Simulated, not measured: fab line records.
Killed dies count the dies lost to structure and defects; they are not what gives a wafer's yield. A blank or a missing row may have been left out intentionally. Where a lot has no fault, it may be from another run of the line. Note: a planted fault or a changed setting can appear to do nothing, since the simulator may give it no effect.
Matching of chambers | flow gf180mcu | 3 sister chambers for GF_V5_CVD_02 on pecvd-01
The step deposits SiO2 from TEOS, target thk 1450 nm, time 163.28 s. 3 wafers are shown with their chamber, then 10 later ones without.

WAFERS PAIRED WITH THEIR CHAMBERS
wafer  | chamber | heater_power_w (W)
L606.6 | 0       | 977
L605.1 | 1       | 738
L605.3 | 2       | 726

WAFERS WHOSE CHAMBER IS MISSING
wafer  | heater_power_w (W)
L605.4 | 832
L609.2 | 765
L609.3 | 1005
L609.5 | 704
L615.2 | 734
L615.3 | 927
L615.5 | 837
L616.3 | 734
L616.4 | 1019
L616.5 | 615

WHICH CHAMBER EACH WENT THROUGH
wafer  | from the rows above          | in truth
L605.4 | can't be placed: 1 or 2 or 0 | 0
L609.2 | can't be placed: 1 or 2      | 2
L609.3 | 0                            | 0
L609.5 | can't be placed: 2 or 1      | 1
L615.2 | can't be placed: 1 or 2      | 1
L615.3 | 0                            | 0
L615.5 | can't be placed: 1 or 2 or 0 | 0
L616.3 | can't be placed: 1 or 2      | 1
L616.4 | 0                            | 0
L616.5 | can't be placed: 2 or 1      | 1
3 of 10 placed correctly. These rows do not allow placing 7 (true chamber among the candidates in 7). 0 placed wrongly.
How it was worked out, from the rows above alone: a wafer's distance from a chamber is the root of the sum, over the readings, of the square of ((its reading less the chamber's mean) divided by the reading's scatter). If the next closest chamber is less than 2 further off than the closest, the wafer can't be placed; otherwise it belongs to the closest. The mean given for a chamber averages the wafers shown for that chamber. The scatter: with one shown wafer a chamber, the root of the mean of the squares of how far each hidden wafer lies from its nearest shown one.
